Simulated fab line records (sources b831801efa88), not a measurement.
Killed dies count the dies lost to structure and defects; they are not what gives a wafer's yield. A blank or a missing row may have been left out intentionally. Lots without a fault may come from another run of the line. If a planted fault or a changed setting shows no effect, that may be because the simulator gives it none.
The same fault as seen by 2 desks ; flow gf180mcu ; numbers are kept per desk, each desk with only its own; the story behind them comes last

TOOL OWNER'S DESK, pvdSputter-04
The tool's own readings at GF_M1_SPUTTER_02 (material AlCu, target thk 450 nm, time 23.9 s): means of the sampled wafers that have a number, for each lot that ran on this tool. Marked OUT: a lot whose mean sits more than 4 standard deviations from the usual mean, which makes it out of limits; the brackets give that distance.
Columns: A = cathodeDcPowerW at GF_M1_SPUTTER_02, usual 10600 W; B = throttleValvePct at GF_M1_SPUTTER_02, usual 30.1 %
lot;first seen here;A;B
L129;day 16 22:27;10598;30.7
L136;day 20 05:04;10600;30.4
L138;day 20 12:51;10602;30.2
L139;day 20 19:34;8964 (-99 or more) OUT;30.3
L141;day 21 15:08;8965 (-99 or more) OUT;30.0
L148;day 23 18:53;10600;29.1
L149;day 24 03:45;10601;29.6
This desk's verdict: out of limits on L139, L141, starting with L139 at day 20 19:34 (cathodeDcPowerW at GF_M1_SPUTTER_02). L129, L136, L138, L148, L149 stayed within limits.

FROM THE METROLOGY DESK
Means of the sampled wafers that have a number, per lot and without regard to the tool the lot ran on: this is what the gauges read. Marked OUT: a lot whose mean sits more than 4 standard deviations from the usual mean, which makes it out of limits; the brackets give that distance.
Columns: A = M1_ALCU_RS at GF_M1_RS_MEAS_05, usual 0.0694 ohm/sq; B = M1_ALCU_THK at GF_M1_THK_MEAS_06, usual 455 nm; C = M1_OVL at GF_M1_OVL_MEAS_15, usual -1 nm
lot;first seen here;A;B;C
L129;day 16 22:36;0.0694;455;-6
L131;day 17 22:26;0.0699;454;-1
L135;day 19 12:05;0.0689;458;1
L136;day 20 05:10;0.0682;461;3
L138;day 20 12:59;0.0701;448;-3
L139;day 20 19:40;0.0828 (+18) OUT;381 (-14) OUT;1
L141;day 21 15:17;0.0828 (+18) OUT;383 (-14) OUT;4
L142;day 21 22:25;0.0688;461;0
L148;day 23 19:02;0.0701;449;3
L149;day 24 03:53;0.0691;452;-6
L150;day 24 10:39;0.0693;454;-5
This desk finds L139, L141 out of limits, with the earliest case on L139 at day 20 19:40 (M1_ALCU_RS at GF_M1_RS_MEAS_05). L129, L131, L135, L136, L138, L142, L148, L149, L150 stayed within limits.

PUT TOGETHER
On L139, L141, at day 20 19:34, an alarm was possible from the tool owner's desk.
At day 20 19:40 the metrology desk could have sounded an alarm, on L139, L141.
Of the lots named, all ran GF_M1_SPUTTER_02 on pvdSputter-04.

WHAT THE SIMULATOR HAD INSERTED
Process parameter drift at GF_M1_SPUTTER_02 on pvdSputter-04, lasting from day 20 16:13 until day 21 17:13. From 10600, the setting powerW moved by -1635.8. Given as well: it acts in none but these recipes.
Shown lots that were struck: L139, L141.
Time in hours from fault onset to the first out-of-limits reading at each desk: tool owner's desk 3, metrology desk 3.
